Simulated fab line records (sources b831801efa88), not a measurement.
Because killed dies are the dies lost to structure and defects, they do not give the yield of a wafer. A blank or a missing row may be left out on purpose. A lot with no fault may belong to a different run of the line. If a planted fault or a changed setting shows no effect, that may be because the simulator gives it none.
Split-lot study | flow sky130 | 23 wafers read from 5 lots, route of 708 steps

== THE SPLIT ITSELF ==
At SKY_METAL1_COAT_10 (resist thk 450 nm), the setting spin-rpm was moved away from the recipe's 3000 rpm on 12 of the 23 wafers read, by -6.1% to +5.4%. For the rest of the wafers, this setting stayed at what the recipe calls for.

== FROM THE SPLIT TO THE READING: what the file shows between them, 3 steps ==
- SKY_METAL1_DEVELOP_14: develop time 60 s (also split here: dev-temp-c)
- SKY_METAL1_DESCUM_17: chemistry O2, time 8 s
- SKY_METAL1_ETCH_18: etches BARC in N2/H2, stops on SiO2, time 45.9 s, target depth 60 nm

== THE READING ==
KrF-thick_of_METAL1_COAT_10.thk-nm (the simulator's own value, which no gauge read), in nm, at SKY_METAL1_METAL_ETCH_19 (etches the open film in Cl2/BCl3, stops on SiO2, target depth 360 nm, time 78 s). The file gives no usual value for it. Here, 11 wafers ran the recipe; their average is 156.3 nm with a standard deviation of 3.7 nm.

wafer  | tool, chamber at the split | spin-rpm as run, rpm | against the recipe | KrF-thick_of_METAL1_COAT_10.thk-nm, nm | against lot-mates on the recipe
L075.1 | litho-track-01, 0          | 3163                 | +5.4%              | 137.3                                  | -13.8
L075.2 | litho-track-01, 0          | 3163                 | +5.4%              | 137.1                                  | -14.0
L075.3 | litho-track-01, 0          | 3000                 | recipe             | 151.9                                  | -
L075.4 | litho-track-01, 0          | 3163                 | +5.4%              | 138.6                                  | -12.5
L075.6 | litho-track-01, 0          | 3000                 | recipe             | 150.2                                  | -
L078.1 | litho-track-02, 0          | 3123                 | +4.1%              | 154.4                                  | -0.4
L078.3 | litho-track-02, 0          | 3000                 | recipe             | 156.7                                  | -
L078.4 | litho-track-02, 0          | 3123                 | +4.1%              | 154.7                                  | -0.2
L078.5 | litho-track-02, 0          | 3000                 | recipe             | 153                                    | -
L078.6 | litho-track-02, 0          | 3123                 | +4.1%              | 154.8                                  | +0.0
L079.1 | litho-track-01, 0          | 2817                 | -6.1%              | 171.9                                  | +16.0
L079.2 | litho-track-01, 0          | 2817                 | -6.1%              | 168.8                                  | +12.9
L079.3 | litho-track-01, 0          | 3000                 | recipe             | 153.5                                  | -
L079.4 | litho-track-01, 0          | 3000                 | recipe             | 158.4                                  | -
L079.5 | litho-track-01, 0          | 2817                 | -6.1%              | 172.4                                  | +16.5
L080.1 | litho-track-02, 0          | 3000                 | recipe             | 162                                    | -
L080.4 | litho-track-02, 0          | 3000                 | recipe             | 154.7                                  | -
L080.5 | litho-track-02, 0          | 3000                 | recipe             | 161                                    | -
L081.1 | litho-track-01, 0          | 2855                 | -4.8%              | 171.9                                  | +12.7
L081.2 | litho-track-01, 0          | 3000                 | recipe             | 158.6                                  | -
L081.4 | litho-track-01, 0          | 2855                 | -4.8%              | 170.9                                  | +11.7
L081.5 | litho-track-01, 0          | 2855                 | -4.8%              | 171.1                                  | +11.9
L081.6 | litho-track-01, 0          | 3000                 | recipe             | 159.8                                  | -

THE FIT
A straight line over all 23 wafers: KrF-thick_of_METAL1_COAT_10.thk-nm changes by -2.52 nm for each +1% of spin-rpm; r = -0.90; the points scatter about the line by 4.7 nm.
The same after taking each lot's own level away (the mean of its wafers on the recipe; 23 wafers): -2.08 nm for each +1%; r = -0.92; scatter 3.6 nm.
On that fit, the largest move of spin-rpm shifts the reading by 13 nm.
Across the lots, their own levels run from 151.05 to 159.23 nm, a range of 2.2 times the standard deviation given above.
Hence the slope depends on the lot-to-lot level, as the two fits are not the same.
Check: for one of the wafers moved furthest among these (-6.1%), held out of the fit, the line's prediction against its lot-mates is +13.7 nm. Against them it came out at +16 nm.

== OTHER SPLITS APPLIED TO THESE WAFERS ==
Other splits were also applied to these wafers ahead of the reading. Each is held against what the fit with the lots' levels taken away leaves over:
other split on the same wafers   | wafers away from the commonest value | r with KrF-thick_of_METAL1_COAT_10.thk-nm (lot level and that fit taken away)
SKY_CONTACT_SPUTTER_23 power-w   | 11                                   | -0.03
SKY_METAL1_DEVELOP_14 dev-temp-c | 9                                    | -0.12

== THE WHOLE CHAIN: every reading that the file lists as answering this split, in the file's order ==
step                     | what it does                                                                    | reading                                                                             | change (the file's fit)              | r (the file's)
SKY_METAL1_COAT_10       | resist thk 450 nm                                                               | KrF-thick_of_METAL1_COAT_10.thk-nm (the simulator's own value, which no gauge read) | -2.33 nm for each +1% of the setting | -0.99
SKY_METAL1_METAL_ETCH_19 | etches the open film in Cl2/BCl3, stops on SiO2, target depth 360 nm, time 78 s | KrF-thick_of_METAL1_COAT_10.thk-nm (the simulator's own value, which no gauge read) | -2.1 nm for each +1% of the setting  | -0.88
SKY_METAL1_STRIP_20      | strips in O2/N2                                                                 | strip-time-to-endpoint-s                                                            | withheld for each +1% of the setting | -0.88

== FILE'S OWN FIT ==
KrF-thick_of_METAL1_COAT_10.thk-nm changes by -2.1 nm for each +1% of spin-rpm, r = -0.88.
